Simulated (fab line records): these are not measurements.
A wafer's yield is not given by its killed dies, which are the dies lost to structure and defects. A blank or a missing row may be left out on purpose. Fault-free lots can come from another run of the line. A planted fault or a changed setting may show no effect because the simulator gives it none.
Chamber matching + flow gf180mcu + GF_V4_CMP_04 on cmp-02: 4 sister chambers
The step polishes SiO2. 8 wafers are shown with their chamber, then 9 later ones without.

== WAFERS PAIRED WITH THEIR CHAMBERS ==
| wafer  | chamber | motorCurrentA (A) | timeToEndpointS (s) |
|--------|---------|-------------------|---------------------|
| L631.2 | 2       | 11.4              | 75                  |
| L636.6 | 3       | 11.9              | 81                  |
| L637.1 | 0       | 13.4              | 76                  |
| L637.2 | 1       | 13.8              | 73                  |
| L637.3 | 3       | 12.6              | 73                  |
| L640.2 | 1       | 14.1              | 78                  |
| L640.3 | 0       | 13.4              | 81                  |
| L640.6 | 2       | 11.0              | 75                  |

== WAFERS WITHOUT THEIR CHAMBER ==
| wafer  | motorCurrentA (A) | timeToEndpointS (s) |
|--------|-------------------|---------------------|
| L648.3 | 14.0              | 90                  |
| L648.5 | 13.5              | 91                  |
| L648.6 | 13.3              | 84                  |
| L649.1 | 13.5              | 74                  |
| L649.3 | 12.6              | 83                  |
| L649.6 | 12.8              | 84                  |
| L650.1 | 11.4              | 77                  |
| L650.2 | 12.8              | 81                  |
| L650.4 | 12.1              | 91                  |

== WHICH CHAMBER EACH WENT THROUGH ==
| wafer  | from the rows above          | in truth |
|--------|------------------------------|----------|
| L648.3 | can't be placed: 0 or 1      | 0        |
| L648.5 | can't be placed: 0 or 1      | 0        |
| L648.6 | can't be placed: 0 or 1      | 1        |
| L649.1 | can't be placed: 0 or 1      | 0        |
| L649.3 | can't be placed: 3 or 0      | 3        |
| L649.6 | can't be placed: 0 or 3 or 1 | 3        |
| L650.1 | can't be placed: 2 or 3      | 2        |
| L650.2 | can't be placed: 0 or 3 or 1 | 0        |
| L650.4 | can't be placed: 3 or 2 or 0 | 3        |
Correct placement for 0 of the 9. These rows do not allow placing 9 (true chamber among the candidates in 9). 0 placed wrongly.
How it was worked out, from the rows above alone: a wafer's distance from a chamber is the root of the sum, over the readings, of the square of ((its reading less the chamber's mean) divided by the reading's scatter). If the next closest chamber is less than 2 further off than the closest, the wafer can't be placed; otherwise it belongs to the closest. Each chamber's mean is taken over the wafers shown for it. The scatter is the square root of a quotient: the sum, over the shown wafers, of each reading's squared deviation from its chamber's mean, divided by wafers minus chambers.
